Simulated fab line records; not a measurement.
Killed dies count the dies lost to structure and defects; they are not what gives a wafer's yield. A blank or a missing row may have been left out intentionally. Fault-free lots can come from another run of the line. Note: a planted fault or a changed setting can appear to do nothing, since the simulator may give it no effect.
fab line records	flow gf180mcu
record: lots: 24	wafers: 72	last_day: 34
route steps=602 shown HV_LDD@198 M1@315 V1@353 M2@377 V3@433
lots with no fault: from the same line, run without faults
start_h: hours from the record's opening day to when the first of the lot's shown wafers began	wait_h: hours from the lot's prior step to this one	" same as the row above	L1.1+2: a row that stands for several wafers	- no value, or no start given	* or withheld: withheld	< > ~ a bound
route shown NAME@n: a module of which the file shows steps, and the number in the route of the first	usual: mean/standard deviation taken from wafers without a fault	same: alike in all rows	chamber/n: place in a boat	sites: per-site readings	_std_site: their standard deviation	_edge_site: the outer-site mean with the inner-site mean subtracted	radius_mm: for every site, how far away it sits from the centre of the wafer	mask NAME#n: copy n	behind: the tool/chamber that last shaped the wafer	hold: cause of the lot's hold/its duration in hours/its outcome	device: names the non-switching transistor (n, p or np)	end of line: the route-end tests of the same wafers	for a step that has no rows: nothing shown but its recipe	killed: not the wafer's yield, but the dies lost to structure and defects at the first sort	map: a wafer's dies, x killed, . not, _ none there
set.NAME: the setting the step ran with; set.NAME@STEP: the setting that earlier step ran with	model.NAME: the simulator's own value behind a step, which no gauge read
route steps across a sampled set of lots; one table per step, one row per wafer
services: a tool's chamber out of use, with start hour (start_h, from the record's first day; less than 0 if before it), hours out, and reason
== steps ==
step: GF_HV_LDD_STRIP_22
recipe: chemistry: O2/N2	power_w: 1400	pressure_mtorr: 1500	platen_temp_c: 250	o2_flow_sccm: 3000	n2_flow_sccm: 300	overash_fraction: 0.5
usual: drypump_motor_current_A: 5.53/0.14	heater_power_w: 338/20	oes_product_au: 0.716/0.0043	strip_time_to_endpoint_s: 12.63/0.034
lot.wafer	tool	chamber	start_h	wait_h	drypump_motor_current_A	heater_power_w	oes_product_au	rf_hours_counter_h	strip_time_to_endpoint_s
L074.2	plasma_asher-01	0	229.03	0.1	5.45	318	0.708	57	12.60
L074.3	"	0	"	"	5.48	312	0.706	-	12.58
L074.5	"	1	"	"	5.53	376	0.724	-	12.60
L075.1	plasma_asher-02	0	236.39	0.1	5.53	357	0.706	13	12.60
L075.4	"	1	"	"	5.70	332	0.715	-	12.62
L075.6	"	1	"	"	5.70	327	0.719	-	12.60
L076.2	plasma_asher-04	0	244.18	0.1	5.27	326	0.720	60	12.68
L076.3	"	1	"	"	5.69	323	0.713	-	12.69
L076.6	"	0	"	"	5.25	317	0.711	-	12.66
L077.1	plasma_asher-02	1	251.73	0.1	5.66	345	0.721	15	12.64
L077.2	"	0	"	"	5.56	349	0.728	15	12.64
L077.4	"	1	"	"	5.67	337	0.719	-	12.63
L078.1	plasma_asher-02	1	261.64	0.1	5.68	337	0.719	16	12.59
L078.5	"	0	"	"	5.54	341	0.716	-	12.59
L078.6	"	1	"	"	5.66	334	0.712	-	12.57
L079.3	plasma_asher-04	1	265.42	0.1	5.67	326	0.725	-	12.63
L079.4	"	0	"	"	5.24	327	0.714	-	12.62
L079.6	"	1	"	"	5.69	320	0.715	-	12.64
L080.1	plasma_asher-02	1	276.89	0.1	5.68	338	0.708	18	12.65
L080.3	"	1	"	"	5.68	339	0.713	-	12.64
L080.5	"	0	"	"	5.51	350	0.720	-	12.58
L082.2	plasma_asher-02	1	289.47	0.1	5.68	333	0.717	19	12.64
L082.3	"	0	"	"	5.54	352	0.707	-	12.66
L082.4	"	1	"	"	5.67	352	0.715	-	12.65
L081.2	plasma_asher-02	1	292.94	0.1	5.66	339	0.714	19	12.69
L081.5	"	0	"	"	5.55	353	0.720	-	12.66
L081.6	"	1	"	"	5.66	336	0.714	-	12.63
L083.1	plasma_asher-04	1	301.64	0.1	5.72	323	0.717	66	12.65
L083.4	"	1	"	"	5.72	323	0.716	-	12.64
L083.5	"	1	"	"	5.73	312	0.718	-	12.63
L084.1	plasma_asher-01	1	325.14	0.1	5.53	369	0.720	67	12.60
L084.2	"	0	"	"	5.45	320	0.713	67	12.59
L084.4	"	1	"	"	5.50	364	0.719	-	12.59
L085.1	plasma_asher-04	0	335.82	0.1	5.26	323	0.713	69	12.63
L085.2	"	1	"	"	5.68	331	0.717	69	12.61
L085.6	"	1	"	"	5.69	317	0.712	-	12.63
L087.1	plasma_asher-01	1	337.87	0.1	5.49	383	0.714	69	12.58
L087.3	"	1	"	"	5.49	376	0.714	-	12.57
L087.6	"	0	"	"	5.49	312	0.714	-	12.60
L086.2	plasma_asher-02	1	339.69	0.1	5.68	340	0.718	24	12.65
L086.5	"	1	"	"	5.68	333	0.719	-	12.64
L086.6	"	0	"	"	5.56	358	0.713	-	12.66
L089.1	plasma_asher-04	0	357.47	0.1	5.28	321	0.721	72	12.63
L089.3	"	0	"	"	5.29	325	0.722	-	12.62
L089.6	"	1	"	"	5.71	328	0.717	-	12.63
L088.3	plasma_asher-02	1	361.22	0.1	5.66	337	0.720	-	12.68
L088.4	"	0	"	"	5.54	356	0.711	-	12.63
L088.5	"	1	"	"	5.67	332	0.717	-	12.73
L091.2	plasma_asher-04	1	368.02	0.1	5.66	318	0.721	72	12.59
L091.5	"	0	"	"	5.26	335	0.714	-	12.60
L091.6	"	1	"	"	5.70	330	0.714	-	12.61
L090.1	plasma_asher-02	1	369.14	0.1	5.67	345	0.712	27	12.69
L090.2	"	0	"	"	5.54	347	0.726	27	12.68
L090.6	"	0	"	"	5.54	349	0.716	-	12.67
L092.1	plasma_asher-01	1	374.32	0.1	5.56	372	0.715	73	12.64
L092.3	"	0	"	"	5.45	316	0.717	-	12.64
L092.6	"	1	"	"	5.51	378	0.722	-	12.62
L094.1	plasma_asher-02	1	383.22	0.1	5.67	336	0.718	29	12.63
L094.2	"	0	"	"	5.55	351	0.718	29	12.63
L094.5	"	1	"	"	5.66	337	0.712	-	12.62
L093.1	plasma_asher-01	0	388.79	0.1	5.51	314	0.715	74	12.63
L093.3	"	0	"	"	5.53	311	0.716	-	12.64
L093.4	"	1	"	"	5.53	384	0.713	-	12.62
L095.1	plasma_asher-04	1	395.84	0.1	5.72	321	0.715	75	12.61
L095.4	"	1	"	"	5.71	321	0.714	-	12.60
L095.6	"	1	"	"	5.71	329	0.717	-	12.59
L096.2	plasma_asher-01	0	401.11	0.1	5.46	313	0.714	76	12.63
L096.4	"	1	"	"	5.49	365	0.711	-	12.65
L096.6	"	1	"	"	5.54	378	0.710	-	12.60
L097.3	plasma_asher-01	1	408.71	0.1	5.50	373	0.713	-	12.65
L097.5	"	1	"	"	5.49	370	0.717	-	12.67
L097.6	"	0	"	"	5.42	311	0.716	-	12.69
step: GF_M1_SPUTTER_00
recipe: material: Ti	target_thk_nm: 37.5	arriving_ion_energy_ev: 80	substrate_temp_c: 200	chamber_pressure_pa: 2	power_w: 4000	time_s: 150
usual: throttle_valve_pct: 29.9/0.88
lot.wafer	tool	chamber	start_h	wait_h	throttle_valve_pct
L074.2	pvd_sputter-04	-	353.29	0.1	30.8
L074.3	"	-	"	"	29.6
L074.5	"	-	"	"	29.7
L075.1	pvd_sputter-02	-	363.06	0.2	30.1
L075.4	"	-	"	"	28.6
L075.6	"	-	"	"	28.7
L076.2	pvd_sputter-01	-	372.26	0.2	28.8
L076.3	"	-	"	"	30.7
L076.6	"	-	"	"	29.9
L077.1	pvd_sputter-02	-	383.01	0.2	30.9
L077.2	"	-	"	"	28.5
L077.4	"	-	"	"	28.7
L078.1	pvd_sputter-01	-	394.86	0.2	30.9
L078.5	"	-	"	"	28.9
L078.6	"	-	"	"	30.7
L079.3	pvd_sputter-04	-	397.72	0.2	29.8
L079.4	"	-	"	"	30.9
L079.6	"	-	"	"	30.8
L080.1	pvd_sputter-02	-	413.32	0.2	28.8
L080.3	"	-	"	"	29.9
L080.5	"	-	"	"	30.9
L082.2	pvd_sputter-02	-	429.21	0.1	30.2
L082.3	"	-	"	"	28.7
L082.4	"	-	"	"	28.6
L081.2	pvd_sputter-04	-	433.76	0.1	30.9
L081.5	"	-	"	"	29.6
L081.6	"	-	"	"	29.7
L083.1	pvd_sputter-02	-	442.64	0.1	30.0
L083.4	"	-	"	"	28.8
L083.5	"	-	"	"	31.0
L084.1	pvd_sputter-04	-	471.22	0.2	30.9
L084.2	"	-	"	"	29.8
L084.4	"	-	"	"	29.3
L085.1	pvd_sputter-01	-	481.61	0.1	30.6
L085.2	"	-	"	"	30.0
L085.6	"	-	"	"	30.6
L087.1	pvd_sputter-01	-	485.70	0.2	30.6
L087.3	"	-	"	"	30.7
L087.6	"	-	"	"	30.1
L086.2	pvd_sputter-01	-	486.86	0.2	30.8
L086.5	"	-	"	"	30.8
L086.6	"	-	"	"	29.1
L089.1	pvd_sputter-02	-	504.68	0.1	31.1
L089.3	"	-	"	"	29.8
L089.6	"	-	"	"	31.0
L088.3	pvd_sputter-04	-	511.83	0.2	30.1
L088.4	"	-	"	"	29.2
L088.5	"	-	"	"	29.9
L091.2	pvd_sputter-01	-	517.24	0.1	30.9
L091.5	"	-	"	"	30.8
L091.6	"	-	"	"	28.9
L090.1	pvd_sputter-02	-	518.87	0.1	28.5
L090.2	"	-	"	"	30.2
L090.6	"	-	"	"	28.6
L092.1	pvd_sputter-02	-	523.21	0.1	29.8
L092.3	"	-	"	"	28.7
L092.6	"	-	"	"	30.3
L094.1	pvd_sputter-01	-	530.73	0.1	30.1
L094.2	"	-	"	"	30.9
L094.5	"	-	"	"	30.3
L093.1	pvd_sputter-04	-	537.87	0.1	29.7
L093.3	"	-	"	"	29.3
L093.4	"	-	"	"	29.9
L095.1	pvd_sputter-01	-	545.64	0.2	30.7
L095.4	"	-	"	"	28.9
L095.6	"	-	"	"	28.7
L096.2	pvd_sputter-01	-	551.28	0.1	30.0
L096.4	"	-	"	"	30.8
L096.6	"	-	"	"	30.5
L097.3	pvd_sputter-02	-	557.66	0.1	29.7
L097.5	"	-	"	"	30.9
L097.6	"	-	"	"	28.6
step: GF_V1_STRIP_18
recipe: chemistry: O2/N2	power_w: 1400	pressure_mtorr: 1500	platen_temp_c: 250	o2_flow_sccm: 3000	n2_flow_sccm: 300	overash_fraction: 0.5
usual: drypump_motor_current_A: 5.7/0.49	heater_power_w: 319/25	oes_product_au: 0.591/0.0049
lot.wafer	tool	chamber	start_h	wait_h	drypump_motor_current_A	heater_power_w	oes_product_au	rf_hours_counter_h
L074.2	plasma_asher-01	0	400.01	-	5.5	325	0.585	76
L074.3	"	0	"	"	5.5	319	0.589	-
L074.5	"	1	"	"	5.5	381	0.596	-
L075.1	plasma_asher-01	0	410.87	-	5.4	313	0.593	77
L075.4	"	0	"	"	5.5	316	0.595	-
L075.6	"	0	"	"	5.5	318	0.589	-
L076.2	plasma_asher-01	0	421.12	-	5.5	311	0.590	78
L076.3	"	0	"	"	5.4	315	0.592	-
L076.6	"	1	"	"	5.5	376	0.593	-
L077.1	plasma_asher-03	1	432.96	-	5.5	294	0.594	61
L077.2	"	0	"	"	6.6	309	0.582	61
L077.4	"	1	"	"	5.5	298	0.594	-
L078.1	plasma_asher-01	1	444.04	-	5.5	368	0.586	1
L078.5	"	1	"	"	5.5	378	0.601	-
L078.6	"	0	"	"	5.4	320	0.592	-
L079.3	plasma_asher-01	1	448.43	-	5.5	370	0.589	-
L079.4	"	0	"	"	5.4	311	0.591	-
L079.6	"	0	"	"	5.4	310	0.598	-
L080.1	plasma_asher-01	0	461.84	-	5.4	309	0.591	3
L080.3	"	1	"	"	5.5	382	0.592	-
L080.5	"	0	"	"	5.4	310	0.591	-
L082.2	plasma_asher-04	0	479.24	-	5.2	328	0.596	84
L082.3	"	0	"	"	5.3	323	0.591	-
L082.4	"	1	"	"	5.7	315	0.586	-
L081.2	plasma_asher-04	0	483.91	-	5.3	327	0.591	84
L081.5	"	1	"	"	5.7	315	0.590	-
L081.6	"	0	"	"	5.3	324	0.595	-
L083.1	plasma_asher-03	1	492.21	-	5.5	297	0.588	67
L083.4	"	0	"	"	6.6	306	0.591	-
L083.5	"	1	"	"	5.5	284	0.586	-
L084.1	plasma_asher-03	0	520.54	-	6.6	304	0.586	70
L084.2	"	1	"	"	5.5	297	0.592	70
L084.4	"	1	"	"	5.5	293	0.585	-
L085.1	plasma_asher-03	0	529.77	-	6.6	304	0.593	71
L085.2	"	1	"	"	5.5	291	0.590	71
L085.6	"	1	"	"	5.5	286	0.587	-
L087.1	plasma_asher-03	1	534.36	-	5.5	295	0.594	71
L087.3	"	1	"	"	5.5	297	0.605	-
L087.6	"	1	"	"	5.5	299	0.588	-
L086.2	plasma_asher-04	0	535.64	-	5.3	339	0.591	90
L086.5	"	1	"	"	5.7	316	0.598	-
L086.6	"	0	"	"	5.3	327	0.594	-
L089.1	plasma_asher-03	0	552.79	-	6.6	310	0.585	73
L089.3	"	1	"	"	5.5	293	0.598	-
L089.6	"	1	"	"	5.5	295	0.591	-
L088.3	plasma_asher-03	1	558.78	-	5.5	297	0.595	-
L088.4	"	0	"	"	6.6	315	0.585	-
L088.5	"	1	"	"	5.5	289	0.588	-
L091.2	plasma_asher-04	0	564.12	-	5.3	326	0.590	92
L091.5	"	0	"	"	5.3	328	0.580	-
L091.6	"	1	"	"	5.7	321	0.588	-
L090.1	plasma_asher-01	0	565.89	-	5.4	304	0.584	14
L090.2	"	1	"	"	5.5	378	0.590	14
L090.6	"	1	"	"	5.5	369	0.589	-
L092.1	plasma_asher-03	1	570.26	-	5.5	292	0.595	75
L092.3	"	1	"	"	5.5	296	0.600	-
L092.6	"	0	"	"	6.6	298	0.588	-
L094.1	plasma_asher-03	1	577.11	-	5.5	296	0.599	75
L094.2	"	0	"	"	6.6	312	0.599	75
L094.5	"	0	"	"	6.7	303	0.593	-
L093.1	plasma_asher-04	0	583.86	-	5.3	329	0.587	95
L093.3	"	1	"	"	5.7	318	0.598	-
L093.4	"	0	"	"	5.3	322	0.595	-
L095.1	plasma_asher-04	1	591.26	-	5.7	316	0.587	95
L095.4	"	0	"	"	5.3	328	0.586	-
L095.6	"	1	"	"	5.7	308	0.584	-
L096.2	plasma_asher-03	1	596.84	-	5.5	286	0.586	77
L096.4	"	0	"	"	6.6	312	0.582	-
L096.6	"	1	"	"	5.5	288	0.587	-
L097.3	plasma_asher-03	1	602.89	-	5.5	295	0.598	-
L097.5	"	0	"	"	6.6	307	0.598	-
L097.6	"	1	"	"	5.5	293	0.597	-
step: GF_M2_OVL_MEAS_15
usual: M2_OVL: -1/5
lot.wafer	tool	chamber	start_h	wait_h	M2_OVL[nm]
L074.2	overlay-02	-	424.99	0.1	-1
L074.3	"	-	"	"	3
L074.5	"	-	"	"	-1
L075.1	overlay-01	-	435.94	0.1	5
L075.4	"	-	"	"	5
L075.6	"	-	"	"	1
L076.2	overlay-02	-	447.16	0.1	-6
L076.3	"	-	"	"	-1
L076.6	"	-	"	"	4
L077.1	overlay-02	-	458.65	0.1	2
L077.2	"	-	"	"	-1
L077.4	"	-	"	"	0
L078.1	overlay-02	-	470.19	0.1	2
L078.5	"	-	"	"	3
L078.6	"	-	"	"	0
L079.3	overlay-02	-	474.55	0.1	2
L079.4	"	-	"	"	-1
L079.6	"	-	"	"	-2
L080.1	overlay-02	-	486.64	0.1	-11
L080.3	"	-	"	"	-15
L080.5	"	-	"	"	-13
L082.2	overlay-02	-	503.65	0.1	-3
L082.3	"	-	"	"	-4
L082.4	"	-	"	"	0
L081.2	overlay-01	-	509.04	0.1	-1
L081.5	"	-	"	"	0
L081.6	"	-	"	"	2
L083.1	overlay-01	-	516.99	0.1	-3
L083.4	"	-	"	"	-5
L083.5	"	-	"	"	-3
L084.1	overlay-02	-	545.38	0.1	-10
L084.2	"	-	"	"	-8
L084.4	"	-	"	"	-8
L085.1	overlay-01	-	554.20	0.1	1
L085.2	"	-	"	"	10
L085.6	"	-	"	"	7
L087.1	overlay-01	-	557.84	0.1	-3
L087.3	"	-	"	"	-7
L087.6	"	-	"	"	-5
L086.2	overlay-02	-	559.80	0.1	-4
L086.5	"	-	"	"	-6
L086.6	"	-	"	"	-3
L089.1	overlay-01	-	576.19	0.1	3
L089.3	"	-	"	"	8
L089.6	"	-	"	"	8
L088.3	overlay-02	-	582.21	0.1	4
L088.4	"	-	"	"	2
L088.5	"	-	"	"	3
L091.2	overlay-01	-	587.25	0.1	1
L091.5	"	-	"	"	-7
L091.6	"	-	"	"	-1
L090.1	overlay-01	-	589.13	0.1	-3
L090.2	"	-	"	"	-2
L090.6	"	-	"	"	-4
L092.1	overlay-02	-	592.25	0.1	3
L092.3	"	-	"	"	4
L092.6	"	-	"	"	-2
L094.1	overlay-01	-	599.98	0.1	4
L094.2	"	-	"	"	1
L094.5	"	-	"	"	1
L093.1	overlay-01	-	606.90	0.1	-4
L093.3	"	-	"	"	-3
L093.4	"	-	"	"	-1
L095.1	overlay-02	-	613.45	0.1	-2
L095.4	"	-	"	"	4
L095.6	"	-	"	"	2
L096.2	overlay-02	-	619.20	0.1	2
L096.4	"	-	"	"	2
L096.6	"	-	"	"	5
L097.3	overlay-02	-	625.10	0.1	-2
L097.5	"	-	"	"	-5
L097.6	"	-	"	"	-2
step: GF_V3_CMP_04
recipe: material: SiO2	down_force_psi: 4	platen_rpm: 60	pad_velocity_m_s: 0.94248
usual: motor_current_A: 11.3/1.1	retaining_ring_pressure_frac: 1.001/0.0048	time_to_endpoint_s: 81/5.3
lot.wafer	tool	chamber	start_h	wait_h	motor_current_A	retaining_ring_pressure_frac	time_to_endpoint_s
L074.2	cmp-01	3	478.19	0.1	11.7	1.005	72
L074.3	"	0	"	"	9.5	0.997	77
L074.5	"	3	"	"	11.9	1.005	83
L075.1	cmp-01	2	487.69	0.1	10.7	0.999	85
L075.4	"	1	"	"	13.4	1.000	91
L075.6	"	3	"	"	11.9	1.008	84
L076.2	cmp-02	0	499.22	0.1	11.5	1.004	71
L076.3	"	1	"	"	13.4	0.996	77
L076.6	"	3	"	"	11.4	1.005	78
L077.1	cmp-02	2	511.23	0.1	9.4	1.009	73
L077.4	"	3	"	"	11.0	1.008	85
L077.2	"	0	"	"	10.9	0.997	75
L078.1	cmp-02	3	521.83	0.1	11.5	0.998	79
L078.6	"	3	"	"	11.3	0.998	84
L078.5	"	0	"	"	10.6	0.998	81
L079.3	cmp-02	3	526.06	0.1	11.6	0.996	82
L079.4	"	1	"	"	12.1	1.005	82
L079.6	"	2	"	"	10.3	1.002	79
L080.1	cmp-01	3	538.14	0.1	12.1	1.002	73
L080.3	"	0	"	"	9.8	1.000	80
L080.5	"	2	"	"	10.3	1.006	83
L082.2	cmp-02	2	553.78	0.0	9.5	0.999	66
L082.3	"	3	"	"	11.4	0.996	77
L082.4	"	1	"	"	13.4	0.997	75
L081.2	cmp-02	0	559.10	0.1	11.2	1.001	78
L081.6	"	3	"	"	11.7	1.002	87
L081.5	"	0	"	"	11.2	1.005	82
L083.4	cmp-02	3	566.60	0.0	11.8	1.002	82
L083.1	"	2	"	"	9.8	0.993	76
L083.5	"	3	"	"	11.6	1.001	84
L084.2	cmp-01	1	593.14	0.1	12.8	0.990	78
L084.4	"	2	"	"	10.4	0.997	84
L084.1	"	3	"	"	11.3	0.999	79
L085.1	cmp-02	3	601.35	0.1	11.8	1.000	77
L085.2	"	0	"	"	11.1	1.008	76
L085.6	"	2	"	"	9.4	1.011	79
L087.1	cmp-01	1	604.37	0.1	13.1	0.999	83
L087.3	"	3	"	"	11.2	0.998	86
L087.6	"	0	"	"	10.1	0.987	87
L086.2	cmp-02	2	607.87	0.1	9.9	1.001	74
L086.5	"	1	"	"	12.6	1.007	73
L086.6	"	2	"	"	9.7	0.997	79
L089.3	cmp-01	3	623.33	0.1	11.6	1.007	79
L089.1	"	0	"	"	9.5	1.003	76
L089.6	"	2	"	"	10.5	1.004	87
L088.4	cmp-01	1	628.34	0.0	13.2	1.002	91
L088.3	"	0	"	"	9.8	0.997	84
L088.5	"	1	"	"	13.5	0.996	94
L091.2	cmp-02	1	634.35	0.1	12.3	0.999	75
L091.5	"	3	"	"	11.7	0.997	87
L091.6	"	0	"	"	11.4	1.009	85
L090.1	cmp-01	1	635.57	0.1	13.4	1.004	75
L090.2	"	2	"	"	10.5	1.009	83
L090.6	"	3	"	"	11.6	1.003	84
L092.1	cmp-01	0	638.24	0.1	9.6	1.000	83
L092.3	"	1	"	"	12.9	1.000	83
L092.6	"	3	"	"	11.7	1.005	90
L094.1	cmp-01	3	644.89	0.1	11.7	0.996	79
L094.2	"	2	"	"	10.9	0.996	85
L094.5	"	0	"	"	10.5	0.997	85
L093.4	cmp-01	3	651.29	0.0	12.2	1.004	86
L093.1	"	0	"	"	9.8	1.000	83
L093.3	"	1	"	"	13.4	1.002	83
L095.1	cmp-01	0	658.46	0.1	10.0	1.004	78
L095.4	"	3	"	"	12.0	1.013	84
L095.6	"	1	"	"	12.9	0.995	81
L096.4	cmp-02	0	663.81	0.0	11.5	1.003	77
L096.2	"	2	"	"	9.8	0.999	78
L096.6	"	0	"	"	11.3	1.003	74
L097.3	cmp-01	2	668.79	0.2	11.2	1.000	81
L097.6	"	3	"	"	12.1	1.003	78
L097.5	"	0	"	"	10.2	1.001	87
step: GF_V3_BOW_MEAS_05
recipe: mode: bow
usual: V3_BOW: 121/8.5
lot.wafer	tool	chamber	start_h	wait_h	V3_BOW[um]
L074.2	film_metro-01	-	478.46	0.2	110
L074.3	"	-	"	"	117
L074.5	"	-	"	"	101
L075.1	film_metro-02	-	487.99	0.2	123
L075.4	"	-	"	"	117
L075.6	"	-	"	"	118
L076.2	film_metro-02	-	499.44	0.2	124
L076.3	"	-	"	"	130
L076.6	"	-	"	"	136
L077.1	film_metro-01	-	511.53	0.2	115
L077.2	"	-	"	"	129
L077.4	"	-	"	"	123
L078.1	film_metro-03	-	522.13	0.2	127
L078.5	"	-	"	"	109
L078.6	"	-	"	"	119
L079.3	film_metro-03	-	526.35	0.2	126
L079.4	"	-	"	"	134
L079.6	"	-	"	"	133
L080.1	film_metro-02	-	538.39	0.2	117
L080.3	"	-	"	"	112
L080.5	"	-	"	"	112
L082.2	film_metro-02	-	554.10	0.3	116
L082.3	"	-	"	"	122
L082.4	"	-	"	"	111
L081.2	film_metro-03	-	559.37	0.2	129
L081.5	"	-	"	"	130
L081.6	"	-	"	"	123
L083.1	film_metro-03	-	566.90	0.1	116
L083.4	"	-	"	"	114
L083.5	"	-	"	"	120
L084.1	film_metro-02	-	593.39	0.1	117
L084.2	"	-	"	"	119
L084.4	"	-	"	"	117
L085.1	film_metro-01	-	601.55	0.1	119
L085.2	"	-	"	"	125
L085.6	"	-	"	"	112
L087.1	film_metro-01	-	604.62	0.2	132
L087.3	"	-	"	"	106
L087.6	"	-	"	"	112
L086.2	film_metro-02	-	608.14	0.2	130
L086.5	"	-	"	"	138
L086.6	"	-	"	"	127
L089.1	film_metro-01	-	623.58	0.1	121
L089.3	"	-	"	"	129
L089.6	"	-	"	"	127
L088.3	film_metro-03	-	628.68	0.1	127
L088.4	"	-	"	"	111
L088.5	"	-	"	"	122
L091.2	film_metro-02	-	634.57	0.2	118
L091.5	"	-	"	"	129
L091.6	"	-	"	"	120
L090.1	film_metro-02	-	635.77	0.1	136
L090.2	"	-	"	"	127
L090.6	"	-	"	"	126
L092.1	film_metro-01	-	638.44	0.1	124
L092.3	"	-	"	"	112
L092.6	"	-	"	"	118
L094.1	film_metro-02	-	645.19	0.2	130
L094.2	"	-	"	"	104
L094.5	"	-	"	"	123
L093.1	film_metro-01	-	651.59	0.2	111
L093.3	"	-	"	"	111
L093.4	"	-	"	"	109
L095.1	film_metro-01	-	658.76	0.2	125
L095.4	"	-	"	"	118
L095.6	"	-	"	"	117
L096.2	film_metro-03	-	664.13	0.2	133
L096.4	"	-	"	"	139
L096.6	"	-	"	"	130
L097.3	film_metro-02	-	668.98	0.1	116
L097.5	"	-	"	"	125
L097.6	"	-	"	"	117
== services ==
tool	chamber	start_h	hours	kind
cmp-01	-	209.68	5.3	pm
plasma_asher-01	-	222.20	2.7	pm
cmp-02	-	224.43	4.7	pm
plasma_asher-01	-	225.64	0.6	repair
cmp-01	-	231.46	3.9	repair
cmp-02	-	232.00	4.0	pm
plasma_asher-03	-	266.45	2.8	pm
plasma_asher-03	-	269.61	0.5	repair
plasma_asher-01	-	275.85	1.6	repair
cmp-01	-	282.14	3.2	repair
cmp-01	-	303.73	0.8	repair
cmp-02	-	342.92	1.7	repair
cmp-01	-	350.88	0.4	repair
cmp-01	-	364.12	0.3	repair
cmp-02	-	377.38	0.5	repair
cmp-01	-	381.13	8.6	pm
plasma_asher-04	-	383.14	1.4	repair
cmp-02	-	394.93	13.2	pm
cmp-01	-	404.00	4.0	pm
plasma_asher-04	-	413.67	1.2	repair
plasma_asher-01	-	421.25	9.0	pm
plasma_asher-01	-	462.04	0.6	repair
cmp-01	-	508.21	10.6	pm
cmp-01	-	606.45	1.6	repair
== key ==
fault none
